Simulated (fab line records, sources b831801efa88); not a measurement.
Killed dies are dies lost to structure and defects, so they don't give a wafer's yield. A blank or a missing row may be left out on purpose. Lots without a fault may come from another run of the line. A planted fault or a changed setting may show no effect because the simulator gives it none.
A struck lot beside a sound one | flow sky130 | 25 steps out of a route of 708
Sound: wafers L485.1, L485.2, L485.5. Struck: wafers L489.1, L489.3, L489.6. The cause comes at the end.
At each step with rows: each side's tool, then ch and its chambers, then its first start. Under that, the readings that differ: sound wafers | struck wafers | difference of the means | sigmas: that difference in standard deviations of wafers without a fault.
alike: readings whose means differ by less than 2 such deviations, and words and numbers that are the same on both sides. not compared: withheld readings, readings that some wafer has no value for, bounds like >300 that may hide the same value, and numbers for which the record gives no deviation and whose values overlap.
The two part at a step that has a row with sigmas, a row that says differs or no value, or rows on one side only. Numbers that don't overlap but have no deviation are shown without sigmas and don't part them. A reading that every wafer of one side lacks parts them only if that side has two wafers or more.

SKY_NWELL_RS_MEAS_31: measures by four-point-probe.
  sound on film_metro-01, day 6 06:52; struck on film_metro-01, day 7 11:05
  reading          | sound          | struck         | difference | sigmas
  PWDE_RS (ohm/sq) | 5264 5267 5257 | 5300 5310 5288 | +37        | +2
then, 7 steps without rows for these wafers: SKY_VT_ADJUST_HVTP_DEHYDRATE_00 (time 60 s); SKY_VT_ADJUST_HVTP_HMDS_01 (prime time 60 s); SKY_VT_ADJUST_HVTP_COAT_02 (resist thk 1140 nm); SKY_VT_ADJUST_HVTP_SOFTBAKE_03 (time 60 s); SKY_VT_ADJUST_HVTP_EXPOSE_04 (exposes mask HVTPM, target cd 380 nm); SKY_VT_ADJUST_HVTP_PEB_05; SKY_VT_ADJUST_HVTP_DEVELOP_06 (develop time 60 s).
SKY_VT_ADJUST_HVTP_CD_MEAS_07: target cd 380 nm.
  sound on cd_sem-01, day 7 01:28; struck on cd_sem-01, day 8 07:29
  alike: cd_nm
SKY_VT_ADJUST_HVTP_OVL_MEAS_08:
  sound on overlay-01, day 7 01:35; struck on overlay-02, day 8 07:37
  alike: VT_ADJUST_HVTP_OVL
then, 1 step without rows for these wafers: SKY_VT_ADJUST_HVTP_IMPLANT_09.
SKY_VT_ADJUST_HVTP_STRIP_10: strips in O2/N2.
  sound on plasma_asher-03 ch 0,1, day 7 01:47; struck on plasma_asher-03 ch 1, day 8 07:48
  reading                                             | sound             | struck            | difference                    | sigmas
  oes_product_au (a.u.)                               | 0.717 0.711 0.725 | 0.913 0.921 0.915 | +0.199                        | +44
  strip_time_to_endpoint_s (s)                        | 14.24 14.24 14.24 | - - -             | no value on the struck wafers |
  model.NOVOLAK_of_VT_ADJUST_HVTP_COAT_02.thk_nm (nm) | 0 0 0             | 675 676.2 677.1   | +676                          |
  alike: drypump_motor_current_A
  not compared: rf_hours_counter_h
SKY_VT_ADJUST_HVTP_TW_MEAS_11:
  sound on film_metro-02, day 7 01:53; struck on film_metro-03, day 8 07:54
  alike: VT_ADJUST_HVTP_TW
then, 7 steps without rows for these wafers: SKY_VT_ADJUST_LVTN_DEHYDRATE_00 (time 60 s); SKY_VT_ADJUST_LVTN_HMDS_01 (prime time 60 s); SKY_VT_ADJUST_LVTN_COAT_02 (resist thk 3000 nm); SKY_VT_ADJUST_LVTN_SOFTBAKE_03; SKY_VT_ADJUST_LVTN_EXPOSE_04 (exposes mask NWM COMPLEMENT LESS NATIVE, target cd 840 nm); SKY_VT_ADJUST_LVTN_PEB_05; SKY_VT_ADJUST_LVTN_DEVELOP_06 (develop time 60 s).
SKY_VT_ADJUST_LVTN_OVL_MEAS_07:
  sound on overlay-01, day 7 21:49; struck on overlay-01, day 9 05:07
  reading                 | sound         | struck      | difference | sigmas
  VT_ADJUST_LVTN_OVL (nm) | -0.4 -1.3 0.2 | 1.9 2.9 2.3 | +2.9       | +2
then, 1 step without rows for these wafers: SKY_VT_ADJUST_LVTN_IMPLANT_08.
SKY_VT_ADJUST_LVTN_STRIP_09: strips in O2/N2.
  sound on plasma_asher-03 ch 0,1, day 7 22:01; struck on plasma_asher-02 ch 0,1, day 9 05:19
  reading                      | sound             | struck            | difference | sigmas
  strip_time_to_endpoint_s (s) | 36.96 36.89 36.92 | 46.88 46.84 46.91 | +9.95      | +99 or more
  alike: drypump_motor_current_A, oes_product_au
  not compared: rf_hours_counter_h
SKY_VT_ADJUST_LVTN_TW_MEAS_10:
  sound on film_metro-04, day 7 22:07; struck on film_metro-03, day 9 05:25
  reading           | sound             | struck         | difference | sigmas
  VT_ADJUST_LVTN_TW | 236.0 238.2 238.2 | 30.1 29.9 29.9 | -207.5     | -99
then, 1 step without rows for these wafers: SKY_VT_ADJUST_LVTN_DEHYDRATE_11 (time 60 s).

WHERE THEY PART
First at SKY_NWELL_RS_MEAS_31; last, within this record, at SKY_VT_ADJUST_LVTN_TW_MEAS_10.

WHY: what the simulator had put in
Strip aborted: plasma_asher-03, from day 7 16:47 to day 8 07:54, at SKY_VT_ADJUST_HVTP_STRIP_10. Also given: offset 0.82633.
